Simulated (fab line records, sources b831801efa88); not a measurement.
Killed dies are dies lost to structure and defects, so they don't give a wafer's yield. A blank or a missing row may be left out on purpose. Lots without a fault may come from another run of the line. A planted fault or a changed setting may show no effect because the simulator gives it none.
fab line records | flow sky130
record lots=5 wafers=23
route steps=708 shown SPACER@304 SD_P@329 SD_N@353 LI_CONTACT@362 CONTACT@408 METAL2@483
start_h: hours from the record's first day to the start of the lot's first wafer shown | wait_h: hours since the lot's step before | " the same as in the row above | L1.1+2: a row that stands for several wafers | - no value, or no start given | * or withheld: withheld | < > ~ a bound
route shown NAME@n: a module of which the file shows steps, and the number in the route of the first | usual: mean/standard deviation of fault-free wafers | same: alike in all rows | chamber/n: place in a boat | sites: the reading at each site | _std_site: their standard deviation | _edge_site: outer sites' mean less inner sites' | radius_mm: how far each site lies from the wafer's centre | mask NAME#n: copy n | behind: the tool/chamber that last shaped the wafer | hold: why the lot was held/for how many hours/how that ended | device: the transistor (n, p or np) that didn't switch | end of line: the same wafers' tests at the end of the route | a step without rows: its recipe alone | killed: dies lost to structure and defects at the first sort, not the wafer's yield | map: a wafer's dies, x killed, . not, _ none there
set.NAME: the setting as run; set.NAME@STEP: as run at that earlier step | model.NAME: the simulator's own value behind a step, which no gauge read
lots whose settings were changed on purpose; a table a step, a row a wafer
## steps
# step SKY_SPACER_CVD_00
# recipe material=Si3N4 precursor=DCS/NH3 target_thk_nm=43.1 temp_c=770 time_s=740 pressure_mtorr=250
# columns lot.wafer tool chamber start_h wait_h set.pressure_mtorr model.Si3N4_of_SPACER_CVD_00.thk_nm
L077.1 - - - 0.2 228.9 41.4
L077.2 " - " " 228.9 41.65
L077.3 " - " " 228.9 41.86
L077.4 " - " " 228.9 41.58
L077.6 " - " " 228.9 41.3
L078.2 - - - 0.0 271.2 43.72
L078.3 " - " " 271.2 43.25
L078.4 " - " " 271.2 43.84
L078.5 " - " " 271.2 43.88
L078.6 " - " " 271.2 43.75
L080.2 lpcvd-02 0 582.88 0.5 250 42.69
L080.4 " 0 " " 250 43.08
L080.5 " 0 " " 250 42.85
L083.1 - - - 4.1 215.9 40.83
L083.2 " - " " 215.9 40.95
L083.3 " - " " 215.9 41.13
L083.4 " - " " 215.9 41.12
L083.5 " - " " 215.9 41.28
L084.1 - - - 0.0 261.9 43.63
L084.2 " - " " 261.9 43.84
L084.3 " - " " 261.9 43.82
L084.4 " - " " 261.9 43.49
L084.6 " - " " 261.9 43.9
# step SKY_SPACER_THK_MEAS_01
# recipe reads=Si3N4_of_SPACER_CVD_00
# usual SPACER_CVD_00_THK=43.0/0.34
# columns lot.wafer tool chamber start_h wait_h set.pressure_mtorr@SPACER_CVD_00 SPACER_CVD_00_THK[nm]
L077.1 film_metro-03 - - - 228.9 41.5
L077.2 " - " " 228.9 41.7
L077.3 " - " " 228.9 41.9
L077.4 " - " " 228.9 41.6
L077.6 " - " " 228.9 41.3
L078.2 film_metro-04 - - - 271.2 43.7
L078.3 " - " " 271.2 43.3
L078.4 " - " " 271.2 43.8
L078.5 " - " " 271.2 43.9
L078.6 " - " " 271.2 43.8
L080.2 film_metro-03 - 584.10 0.0 250 42.7
L080.4 " - " " 250 43.1
L080.5 " - " " 250 42.8
L083.1 film_metro-04 - - - 215.9 40.9
L083.2 " - " " 215.9 40.9
L083.3 " - " " 215.9 41.1
L083.4 " - " " 215.9 41.1
L083.5 " - " " 215.9 41.4
L084.1 film_metro-04 - - - 261.9 43.7
L084.2 " - " " 261.9 43.9
L084.3 " - " " 261.9 43.8
L084.4 " - " " 261.9 43.5
L084.6 " - " " 261.9 43.9
# step SKY_SPACER_ETCHBACK_02
# recipe chemistry=CH3F/O2 target=Si3N4 stop_on=SiO2 source_w=400 bias_w=80 pressure_mtorr=25 ch3f_flow_sccm=40 O2_flow_sccm=30 time_s=46.7 target_depth_a=450
# columns lot.wafer tool chamber start_h wait_h set.pressure_mtorr@SPACER_CVD_00 model.etch.depth_nm
L077.1 rie_diel-03 3 553.49 0.1 228.9 41.4
L077.2+3+6 " 1,2,0 " " 228.9 -
L077.4 " 0 " " 228.9 41.58
L078.2+3+4+5+6 rie_diel-01 1,2,3,0,3 565.26 0.0 271.2 -
L080.2 rie_diel-01 3 584.15 0.0 250 42.69
L080.4 " 1 " " 250 43.08
L080.5 " 3 " " 250 42.85
L083.1 rie_diel-03 0 610.18 0.1 215.9 40.83
L083.2+3+4+5 " 3,1,3,0 " " 215.9 -
L084.1+2+4+6 rie_diel-03 0,1,2,0 617.74 0.1 261.9 -
L084.3 " 2 " " 261.9 43.82
# step SKY_SD_P_IMPLANT_09
# recipe species=BF2 energy_kev=20 dose_cm2=3e+15 tilt_deg=0
# columns lot.wafer tool chamber start_h wait_h set.dose_cm2
L077.1+6 implanter-02 0 612.66 0.0 3e+15
L077.2+3+4 " 0 " " 2.779e+15
L078.2+3+4+5+6 implanter-03 0 624.24 0.0 3e+15
L080.2+4+5 implanter-03 0 641.74 0.0 3e+15
L083.1+3+4 implanter-03 0 668.28 0.0 3e+15
L083.2+5 " 0 " " 3.126e+15
L084.1+2+4 implanter-01 0 675.29 0.0 2.783e+15
L084.3+6 " 0 " " 3e+15
# step SKY_SD_P_STRIP_10
# recipe chemistry=O2/N2 power_w=1400 pressure_mtorr=1500 platen_temp_c=withheld o2_flow_sccm=3000 n2_flow_sccm=300 overash_fraction=0.5
# usual strip_time_to_endpoint_s=17.47/0.036
# columns lot.wafer tool chamber start_h wait_h set.dose_cm2@SD_P_IMPLANT_09 strip_time_to_endpoint_s
L077.1 plasma_asher-01 0 612.81 0.1 3e+15 17.44
L077.2 " 1 " " 2.779e+15 17.30
L077.3 " 1 " " 2.779e+15 17.29
L077.4 " 0 " " 2.779e+15 17.25
L077.6 " 1 " " 3e+15 17.39
L078.2 plasma_asher-04 0 624.36 0.1 3e+15 17.42
L078.3 " 1 " " 3e+15 17.43
L078.4 " 0 " " 3e+15 17.44
L078.5 " 0 " " 3e+15 17.45
L078.6 " 1 " " 3e+15 17.49
L080.2 plasma_asher-02 1 641.86 0.1 3e+15 17.55
L080.4 " 0 " " 3e+15 17.47
L080.5 " 0 " " 3e+15 17.51
L083.1 plasma_asher-04 0 668.43 0.1 3e+15 17.48
L083.2 " 1 " " 3.126e+15 17.52
L083.3 " 0 " " 3e+15 17.51
L083.4 " 1 " " 3e+15 17.47
L083.5 " 1 " " 3.126e+15 17.54
L084.1 plasma_asher-04 0 675.44 0.1 2.783e+15 17.30
L084.2 " 1 " " 2.783e+15 17.34
L084.3 " 0 " " 3e+15 17.50
L084.4 " 1 " " 2.783e+15 17.33
L084.6 " 1 " " 3e+15 17.49
# step SKY_SD_N_STRIP_11
# recipe chemistry=O2/N2 power_w=1400 pressure_mtorr=1500 platen_temp_c=withheld o2_flow_sccm=3000 n2_flow_sccm=300 overash_fraction=0.5
# usual oes_product_au=0.527/0.0043 strip_time_to_endpoint_s=22.549/0.028
# columns lot.wafer tool chamber start_h wait_h set.power_w oes_product_au strip_time_to_endpoint_s
L077.1 plasma_asher-02 1 670.31 0.1 1400 0.530 22.601
L077.2 " 0 " " 1400 0.526 22.598
L077.3 " 1 " " 1400 0.526 22.565
L077.4 " 0 " " 1400 0.529 22.563
L077.6 " 0 " " 1400 0.519 22.582
L078.2 plasma_asher-02 0 682.06 0.1 1400 0.525 22.517
L078.3 " 1 " " 1400 0.528 22.537
L078.4 " 0 " " 1554 0.557 20.728
L078.5 " 0 " " 1554 0.551 20.725
L078.6 " 1 " " 1400 0.527 22.557
L080.2 plasma_asher-03 0 698.80 0.1 1400 0.533 22.558
L080.4 " 1 " " 1400 0.531 22.560
L080.5 " 0 " " 1400 0.526 22.525
L083.1 plasma_asher-03 1 723.38 0.1 1512 0.546 21.174
L083.2 " 0 " " 1512 0.543 21.133
L083.3 " 0 " " 1400 0.533 22.563
L083.4 " 1 " " 1400 0.531 22.519
L083.5 " 0 " " 1400 0.521 22.516
L084.1 plasma_asher-02 0 730.91 0.1 1400 0.532 22.515
L084.2 " 1 " " 1400 0.531 22.497
L084.3 " 0 " " 1400 0.533 22.548
L084.4 " 1 " " 1400 0.526 22.507
L084.6 " 0 " " 1400 0.532 22.555
# step SKY_SD_N_CLEAN_13
# recipe chemistry=SC1/SC2 mix=1:4:20 temp_c=70 time_s=150 dry=n2_spin
# step SKY_SD_N_RS_MEAS_17
# recipe thk_meas_gauge=four-point-probe
# usual SD_P_RS=147.1/0.31
# columns lot.wafer tool chamber start_h wait_h set.dose_cm2@SD_P_IMPLANT_09 SD_P_RS[ohm/sq]
L077.1 film_metro-03 - 670.82 0.1 3e+15 147.1
L077.2 " - " " 2.779e+15 147.9
L077.3 " - " " 2.779e+15 148.0
L077.4 " - " " 2.779e+15 148.0
L077.6 " - " " 3e+15 146.9
L078.2 film_metro-02 - 682.59 0.1 3e+15 147.0
L078.3 " - " " 3e+15 147.7
L078.4 " - " " 3e+15 147.2
L078.5 " - " " 3e+15 147.4
L078.6 " - " " 3e+15 147.2
L080.2 film_metro-03 - 699.32 0.1 3e+15 146.9
L080.4 " - " " 3e+15 146.7
L080.5 " - " " 3e+15 147.4
L083.1 film_metro-04 - 723.90 0.1 3e+15 147.5
L083.2 " - " " 3.126e+15 146.7
L083.3 " - " " 3e+15 146.9
L083.4 " - " " 3e+15 147.7
L083.5 " - " " 3.126e+15 146.4
L084.1 film_metro-03 - 731.43 0.1 2.783e+15 148.2
L084.2 " - " " 2.783e+15 148.3
L084.3 " - " " 3e+15 147.2
L084.4 " - " " 2.783e+15 148.1
L084.6 " - " " 3e+15 147.2
# step SKY_LI_CONTACT_HDPCVD_00
# recipe material=PSG target_thk_nm=930 sigma_open_frac=0.3 time_s=155 temp_c=600 sih4_flow_sccm=60 pressure_mtorr=6
# columns lot.wafer tool chamber start_h wait_h set.time_s model.PSG_of_LI_CONTACT_HDPCVD_00.thk_nm
L077.1 hdpcvd-01 0 671.07 0.0 164 998.9
L077.2 " 1 " " 164 987.8
L077.3 " 2 " " 155 939.2
L077.4 " 0 " " 164 982.2
L077.6 " 2 " " 155 930.6
L078.2 hdpcvd-02 2 682.83 0.0 143.2 839.6
L078.3 " 0 " " 155 918.6
L078.4 " 0 " " 143.2 844.5
L078.5 " 2 " " 155 930.4
L078.6 " 1 " " 155 929.3
L080.2 hdpcvd-02 1 699.56 0.0 155 907
L080.4 " 0 " " 155 935.7
L080.5 " 2 " " 155 916.5
L083.1 hdpcvd-01 1 724.16 0.0 133.5 797.4
L083.2 " 0 " " 155 933.9
L083.3 " 2 " " 155 933.2
L083.4 " 0 " " 155 940
L083.5 " 1 " " 133.5 805.2
L084.1 hdpcvd-01 1 731.69 0.0 155 938.2
L084.2 " 0 " " 155 937
L084.3 " 2 " " 155 929.7
L084.4 " 2 " " 155 933.8
L084.6 " 1 " " 155 922.9
# step SKY_LI_CONTACT_THK_MEAS_01
# recipe reads=PSG_of_LI_CONTACT_HDPCVD_00
# usual LI_CONTACT_HDPCVD_THK=929/10
# columns lot.wafer tool chamber start_h wait_h set.time_s@LI_CONTACT_HDPCVD_00 LI_CONTACT_HDPCVD_THK[nm]
L077.1 film_metro-04 - 671.18 0.1 164 999
L077.2 " - " " 164 988
L077.3 " - " " 155 940
L077.4 " - " " 164 982
L077.6 " - " " 155 931
L078.2 film_metro-04 - 682.94 0.1 143.2 840
L078.3 " - " " 155 919
L078.4 " - " " 143.2 844
L078.5 " - " " 155 931
L078.6 " - " " 155 929
L080.2 film_metro-02 - 699.67 0.1 155 906
L080.4 " - " " 155 935
L080.5 " - " " 155 916
L083.1 film_metro-04 - 724.27 0.1 133.5 798
L083.2 " - " " 155 934
L083.3 " - " " 155 934
L083.4 " - " " 155 941
L083.5 " - " " 133.5 805
L084.1 film_metro-04 - 731.80 0.1 155 938
L084.2 " - " " 155 937
L084.3 " - " " 155 929
L084.4 " - " " 155 934
L084.6 " - " " 155 923
# step SKY_LI_CONTACT_CMP_02
# recipe material=PSG down_force_psi=4 platen_rpm=60 pad_velocity_m_s=0.94248
# usual time_to_endpoint_s=32.1/2.6
# columns lot.wafer tool chamber start_h wait_h set.time_s@LI_CONTACT_HDPCVD_00 time_to_endpoint_s
L077.2 cmp-02 2 671.24 0.0 164 37.6
L077.3 " 3 " " 155 34.0
L077.1 " 0 " " 164 43.3
L077.4 " 1 " " 164 42.6
L077.6 " 2 " " 155 32.4
L078.2 cmp-02 0 683.00 0.1 143.2 26.0
L078.4 " 1 " " 143.2 25.2
L078.3 " 2 " " 155 28.1
L078.5 " 0 " " 155 32.5
L078.6 " 1 " " 155 33.3
L080.4 cmp-02 0 699.72 0.0 155 37.1
L080.2 " 3 " " 155 30.7
L080.5 " 1 " " 155 32.2
L083.3 cmp-01 1 724.33 0.0 155 32.5
L083.4 " 2 " " 155 31.3
L083.1 " 3 " " 133.5 18.1
L083.2 " 0 " " 155 33.6
L083.5 " 1 " " 133.5 21.1
L084.1 cmp-01 3 731.86 0.1 155 33.6
L084.2 " 0 " " 155 34.8
L084.4 " 1 " " 155 32.1
L084.3 " 2 " " 155 29.4
L084.6 " 3 " " 155 29.7
# step SKY_LI_CONTACT_EXPOSE_09
# recipe mask_id=LICM1 na=0.8 source_shape=annular sigma_inner=0.55 sigma_outer=0.85 target_cd_nm=170 dose_mj=38
# columns lot.wafer tool chamber start_h wait_h mask set.dose_mj
L077.1+2 krf_scanner-02 0 - - LICM1#0 40.31
L077.3+4+6 " 0 " " LICM1#0 38
L078.2+5+6 krf_scanner-02 0 - - LICM1#0 35.73
L078.3+4 " 0 " " LICM1#0 38
L080.2+4+5 krf_scanner-02 0 - - LICM1#0 38
L083.1+3 krf_scanner-02 0 - - LICM1#0 39.59
L083.2+4+5 " 0 " " LICM1#0 38
L084.1+3+6 krf_scanner-01 0 - - LICM1#0 38
L084.2+4 " 0 " " LICM1#0 36.55
# step SKY_LI_CONTACT_PEB_10
# recipe peb_temp_c=withheld peb_time_s=withheld resist=KrF-thick
# step SKY_LI_CONTACT_DEVELOP_11
# recipe develop_time_s=60 resist=KrF-thick dev_temp_c=21
# step SKY_LI_CONTACT_CD_MEAS_12
# recipe target_cd_nm=170
# usual cd_nm=170.2/1.3
# columns lot.wafer tool chamber start_h wait_h set.dose_mj@LI_CONTACT_EXPOSE_09 cd_nm
L077.1 cd_sem-02 - 698.84 - 40.31 180.9
L077.2 " - " " 40.31 180.7
L077.3 " - " " 38 171.9
L077.4 " - " " 38 172.3
L077.6 " - " " 38 170.6
L078.2 cd_sem-01 - 711.16 - 35.73 159.0
L078.3 " - " " 38 171.2
L078.4 " - " " 38 171.3
L078.5 " - " " 35.73 160.5
L078.6 " - " " 35.73 158.8
L080.2 cd_sem-01 - 727.63 - 38 168.9
L080.4 " - " " 38 170.3
L080.5 " - " " 38 169.0
L083.1 cd_sem-01 - 751.99 - 39.59 178.4
L083.2 " - " " 38 172.3
L083.3 " - " " 39.59 177.5
L083.4 " - " " 38 170.5
L083.5 " - " " 38 169.8
L084.1 cd_sem-01 - 759.24 - 38 171.6
L084.2 " - " " 36.55 164.2
L084.3 " - " " 38 170.5
L084.4 " - " " 36.55 162.4
L084.6 " - " " 38 171.0
# step SKY_LI_CONTACT_ETCH_14
# recipe chemistry=N2/H2 target=BARC ion_energy_ev=200 source_w=500 bias_w=100 pressure_mtorr=30 n2_flow_sccm=100 h2_flow_sccm=200 stop_on=SiO2 time_s=45.9 target_depth_a=600
# usual oes_product_au=0.855/0.0048
# columns lot.wafer tool chamber start_h wait_h set.time_s set.dose_mj@LI_CONTACT_EXPOSE_09 oes_product_au model.KrF-thick_of_LI_CONTACT_COAT_07.thk_nm model.LI_CONTACT.cd_nm
L077.1 rie_diel-04 2 698.99 0.0 45.9 40.31 0.857 393.8 180
L077.2 " 1 " " 42.31 40.31 0.898 397.9 179.7
L077.3 " 3 " " 42.31 38 0.891 395.9 171.4
L077.4 " 0 " " 45.9 38 0.856 393.3 171.2
L077.6 " 0 " " 42.31 38 0.891 396.3 168.4
L078.2 rie_diel-01 0 711.30 0.0 45.9 35.73 0.858 391.6 158.8
L078.3 " 2 " " 45.9 38 0.860 390.9 170.3
L078.4 " 3 " " 49.57 38 0.844 387.6 172.4
L078.5 " 2 " " 49.57 35.73 0.839 388.3 160.2
L078.6 " 0 " " 49.57 35.73 0.838 388 160.1
L080.2 rie_diel-01 0 727.76 0.0 45.9 38 0.860 392 168.7
L080.4 " 0 " " 45.9 38 0.861 392.6 169.5
L080.5 " 3 " " 45.9 38 0.859 390.8 168.8
L083.1 rie_diel-01 2 752.15 0.0 48.65 39.59 0.834 390.4 178.2
L083.2 " 1 " " 48.65 38 0.849 388.1 173.5
L083.3 " 0 " " 45.9 39.59 0.852 391.6 177
L083.4 " 1 " " 45.9 38 0.863 391.6 171.3
L083.5 " 2 " " 48.65 38 0.847 389.3 169.9
L084.1 rie_diel-04 1 759.39 0.0 50.21 38 0.838 388.8 172
L084.2 " 2 " " 45.9 36.55 0.851 392.3 163.8
L084.3 " 0 " " 50.21 38 0.842 388.8 170.6
L084.4 " 0 " " 50.21 36.55 0.831 389.4 162
L084.6 " 1 " " 45.9 38 0.855 392.1 170.7
# step SKY_CONTACT_HDPCVD_02
# recipe material=SiO2 target_thk_nm=565 sigma_open_frac=0.3 time_s=94.2 temp_c=600 sih4_flow_sccm=60 pressure_mtorr=6
# columns lot.wafer tool chamber start_h wait_h set.sih4_flow_sccm model.SiO2_of_CONTACT_HDPCVD_02.thk_nm
L077.1 hdpcvd-01 0 729.14 0.1 60 555.4
L077.2 " 2 " " 60 565.2
L077.3 " 1 " " 60 568.7
L077.4 " 2 " " 60 560.9
L077.6 " 0 " " 60 556.6
L078.2 hdpcvd-02 2 741.86 0.0 60 563.4
L078.3 " 1 " " 52.4 495.6
L078.4 " 2 " " 60 568.4
L078.5 " 0 " " 60 562.8
L078.6 " 1 " " 52.4 500.1
L080.2+5 hdpcvd-01 0,2 757.54 0.0 60 560.5
L080.4 " 0 " " 60 558.8
L083.1 hdpcvd-02 2 781.98 0.1 60 570.6
L083.2 " 0 " " 60 561.7
L083.3 " 1 " " 60 561.9
L083.4 " 2 " " 60 562.8
L083.5 " 1 " " 60 565.1
L084.1 hdpcvd-01 1 788.02 0.1 60 561.8
L084.2 " 0 " " 60 558.2
L084.3 " 2 " " 52.27 486.2
L084.4 " 0 " " 52.27 483.7
L084.6 " 1 " " 60 563.6
# step SKY_CONTACT_THK_MEAS_03
# recipe reads=SiO2_of_CONTACT_HDPCVD_02
# usual CONTACT_HDPCVD_THK=564/6.1
# columns lot.wafer tool chamber start_h wait_h set.sih4_flow_sccm@CONTACT_HDPCVD_02 CONTACT_HDPCVD_THK[nm]
L077.1 film_metro-03 - 729.21 0.0 60 555
L077.2 " - " " 60 566
L077.3 " - " " 60 569
L077.4 " - " " 60 561
L077.6 " - " " 60 556
L078.2 film_metro-03 - 741.94 0.0 60 564
L078.3 " - " " 52.4 496
L078.4 " - " " 60 568
L078.5 " - " " 60 563
L078.6 " - " " 52.4 500
L080.2 film_metro-02 - 757.62 0.0 60 560
L080.4 " - " " 60 559
L080.5 " - " " 60 560
L083.1 film_metro-02 - 782.05 0.0 60 571
L083.2 " - " " 60 561
L083.3 " - " " 60 562
L083.4 " - " " 60 563
L083.5 " - " " 60 565
L084.1 film_metro-03 - 788.09 0.0 60 562
L084.2 " - " " 60 558
L084.3 " - " " 52.27 486
L084.4 " - " " 52.27 483
L084.6 " - " " 60 564
# step SKY_CONTACT_CMP_04
# recipe material=SiO2 down_force_psi=4 platen_rpm=60 pad_velocity_m_s=0.94248
# usual time_to_endpoint_s=82/4
# columns lot.wafer tool chamber start_h wait_h set.down_force_psi set.sih4_flow_sccm@CONTACT_HDPCVD_02 time_to_endpoint_s
L077.2 cmp-01 0 729.27 0.0 4 60 83
L077.4 " 1 " " 4 60 80
L077.3 " 2 " " 4 60 82
L077.1 " 3 " " 4.331 60 72
L077.6 " 1 " " 4.331 60 73
L078.4 cmp-02 2 741.99 0.0 4.381 60 76
L078.2 " 3 " " 4.381 60 75
L078.3 " 1 " " 4 52.4 59
L078.6 " 2 " " 4.381 52.4 53
L078.5 " 3 " " 4 60 80
L080.4 cmp-01 2 757.72 0.1 4 60 71
L080.2 " 3 " " 4 60 73
L080.5 " 2 " " 4 60 73
L083.3 cmp-01 1 782.11 0.0 4 60 83
L083.2 " 2 " " 4 60 78
L083.4 " 3 " " 4 60 80
L083.1 " 0 " " 4 60 88
L083.5 " 1 " " 4 60 84
L084.4 cmp-02 2 788.15 0.0 4 52.27 54
L084.2 " 3 " " 4 60 83
L084.1 " 0 " " 4 60 86
L084.3 " 1 " " 4 52.27 60
L084.6 " 2 " " 4 60 81
# step SKY_METAL2_SPUTTER_00
# recipe material=Ti target_thk_nm=15 power_w=3000 time_s=10 chamber_pressure_pa=0.4
# columns lot.wafer tool chamber start_h wait_h set.power_w model.Ti_of_METAL2_SPUTTER_00.thk_nm
L077.1 pvd_sputter-03 - 815.26 0.1 3000 15.06
L077.2 " - " " 3000 14.96
L077.3 " - " " 3000 14.51
L077.4 " - " " 3000 15.05
L077.6 " - " " 3000 14.93
L078.2 pvd_sputter-03 - 827.58 0.1 2703 13.55
L078.3 " - " " 2703 13.15
L078.4 " - " " 3000 15.05
L078.5 " - " " 2703 13.3
L078.6 " - " " 3000 15.03
L080.2 pvd_sputter-03 - 842.46 0.2 3000 15.22
L080.4 " - " " 3000 14.86
L080.5 " - " " 3000 15.33
L083.1 pvd_sputter-01 - 866.38 0.2 3000 14.69
L083.2 " - " " 3000 14.72
L083.3 " - " " 3000 14.8
L083.4 " - " " 3000 14.93
L083.5 " - " " 3000 14.78
L084.1 pvd_sputter-04 - 872.71 0.2 3175 16.01
L084.2 " - " " 3175 15.91
L084.3 " - " " 3000 15.09
L084.4 " - " " 3175 15.89
L084.6 " - " " 3000 15.1
## key
split step=SKY_SPACER_CVD_00 setting=pressure_mtorr stated=250 by=lot
response step=SKY_SPACER_CVD_00 reading=model.Si3N4_of_SPACER_CVD_00.thk_nm change=+0.132 per=1% r=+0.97
response step=SKY_SPACER_THK_MEAS_01 reading=SPACER_CVD_00_THK change=+0.131 per=1% r=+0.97
response step=SKY_SPACER_ETCHBACK_02 reading=model.etch.depth_nm change=+0.162 per=1% r=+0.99
split step=SKY_SD_P_IMPLANT_09 setting=dose_cm2 stated=3e+15 by=wafer
response step=SKY_SD_P_STRIP_10 reading=strip_time_to_endpoint_s change=* per=1% r=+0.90
response step=SKY_SD_N_RS_MEAS_17 reading=SD_P_RS change=-0.148 per=1% r=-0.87
split step=SKY_SD_N_STRIP_11 setting=power_w stated=1400 by=wafer
response step=SKY_SD_N_STRIP_11 reading=oes_product_au change=+0.00232 per=1% r=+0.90
response step=SKY_SD_N_STRIP_11 reading=strip_time_to_endpoint_s change=* per=1% r=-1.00
split step=SKY_LI_CONTACT_HDPCVD_00 setting=time_s stated=155 by=wafer
response step=SKY_LI_CONTACT_HDPCVD_00 reading=model.PSG_of_LI_CONTACT_HDPCVD_00.thk_nm change=+9.93 per=1% r=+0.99
response step=SKY_LI_CONTACT_THK_MEAS_01 reading=LI_CONTACT_HDPCVD_THK change=+9.93 per=1% r=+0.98
response step=SKY_LI_CONTACT_CMP_02 reading=time_to_endpoint_s change=* per=1% r=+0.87
split step=SKY_LI_CONTACT_EXPOSE_09 setting=dose_mj stated=38 by=wafer
response step=SKY_LI_CONTACT_CD_MEAS_12 reading=cd_nm change=+1.77 per=1% r=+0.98
response step=SKY_LI_CONTACT_ETCH_14 reading=model.LI_CONTACT.cd_nm change=+1.76 per=1% r=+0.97
split step=SKY_LI_CONTACT_ETCH_14 setting=time_s stated=45.9 by=wafer
response step=SKY_LI_CONTACT_ETCH_14 reading=oes_product_au change=-0.00268 per=1% r=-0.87
response step=SKY_LI_CONTACT_ETCH_14 reading=model.KrF-thick_of_LI_CONTACT_COAT_07.thk_nm change=-0.38 per=1% r=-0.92
split step=SKY_CONTACT_HDPCVD_02 setting=sih4_flow_sccm stated=60 by=wafer
response step=SKY_CONTACT_HDPCVD_02 reading=model.SiO2_of_CONTACT_HDPCVD_02.thk_nm change=+5.61 per=1% r=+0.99
response step=SKY_CONTACT_THK_MEAS_03 reading=CONTACT_HDPCVD_THK change=+5.62 per=1% r=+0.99
response step=SKY_CONTACT_CMP_04 reading=time_to_endpoint_s change=* per=1% r=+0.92
split step=SKY_CONTACT_CMP_04 setting=down_force_psi stated=4 by=wafer
response none clear
split step=SKY_METAL2_SPUTTER_00 setting=power_w stated=3000 by=wafer
response step=SKY_METAL2_SPUTTER_00 reading=model.Ti_of_METAL2_SPUTTER_00.thk_nm change=+0.165 per=1% r=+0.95
